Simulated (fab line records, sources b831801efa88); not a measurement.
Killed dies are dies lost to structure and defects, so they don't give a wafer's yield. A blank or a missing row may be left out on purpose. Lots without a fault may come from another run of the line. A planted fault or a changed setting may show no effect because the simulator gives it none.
Problem report in the 8D (eight disciplines) form, filled by code | flow sky130 | the parts of the form that need people (team, actions taken, sign-off) are left out

1. THE PROBLEM
oes_product_au at SKY_METAL4_METAL_ETCH_18 reads a mean of 0.826 a.u. on 6 wafers of 2 lots; wafers without a fault read 0.868 a.u. with a standard deviation of 0.0067. That is -6.3 standard deviations from the usual mean.
The step: etches the open film in Cl2/BCl3, stops on SiO2, target depth 845 nm, time 183.1 s.
First seen on wafer L969.1, day 45 08:57, on rie_metal-04. The record holds 42 wafers of 14 lots with a number at this step. Rule for "out", or "out of limits": more than 4 standard deviations from the usual mean. The other wafers with a number count as sound.

2. WHAT IT IS AND WHAT IT IS NOT
question                    | is                         | is not
which readings at this step | oes_product_au             | drypump_motor_current_A, he_backside_leak_sccm, throttle_valve_pct
which lots                  | L969, L970                 | L959, L964, L965, L966, L973, L974, L975, L977, L979, L980, L981, L982
which wafers of those lots  | all that have a number     | -
read on which tools         | rie_metal-02, rie_metal-04 | rie_metal-01
when                        | from day 45 08:57          | up to then (12 sound wafers); but 24 sound wafers of L973, L974, L975, L977, L979, L980, L981, L982 came after

3. SUSPECTS, AND WHAT RULES EACH OUT
Counting: a tool at a process step up to the reading stays a suspect if it ran every lot that is out and no sound lot after the first of them.
- pvd_sputter-03 at SKY_METAL4_SPUTTER_04 (material TiN, target thk 70 nm, time 58.3 s): ruled out as a lasting fault. Sound lots L974, L979, L980 ran on it after its first lot that is out, L969 (day 43 11:13).
- pvd_sputter-01 at SKY_CAP2M_SPUTTER_02 (material TiN, target thk 200 nm, time 166.7 s): kept. It ran every lot that is out, first L969 (day 43 11:20), and no sound lot after that; its last sound lot up to then is L966 (day 42 10:24).
Left after counting: pvd_sputter-01 at SKY_CAP2M_SPUTTER_02.

4. THE CAUSE (what the simulator had put in)
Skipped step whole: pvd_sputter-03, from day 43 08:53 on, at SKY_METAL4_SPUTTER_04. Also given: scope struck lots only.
Counting ruled it out, wrongly: the rule takes a fault to strike every lot that its tool runs from its start on, and this one did not.

5. THE CHAIN OF EFFECTS, in route order
Each row: a reading whose mean over the struck wafers that have a number lies more than 3 standard deviations from the usual. Only readings for which the record gives a usual standard deviation are gone through. hours: the time from each lot's start at the first step in this table that gives one to its start at this step, as a median over the lots. sigmas: the change in usual standard deviations.
hours | step                     | reading        | usual      | on struck wafers | change | sigmas
0     | SKY_METAL4_METAL_ETCH_18 | oes_product_au | 0.868 a.u. | 0.826            | -0.042 | -6.3
The process steps in it:
- SKY_METAL4_METAL_ETCH_18: etches the open film in Cl2/BCl3, stops on SiO2, target depth 845 nm, time 183.1 s.
Readings that are blank on the struck wafers while sound wafers have them: cathode_dc_power_W at SKY_METAL4_SPUTTER_04; chamber_pressure_pa at SKY_METAL4_SPUTTER_04; throttle_valve_pct at SKY_METAL4_SPUTTER_04.

6. WHAT WOULD HAVE CAUGHT IT SOONER
In this record the first reading out of limits was taken at day 45 08:57, 48 hours after the fault began at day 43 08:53.
At SKY_METAL4_SPUTTER_04 the tool's readings are blank on the struck wafers, where sound wafers have them: an empty tool record is the first sign, and it was there at once.
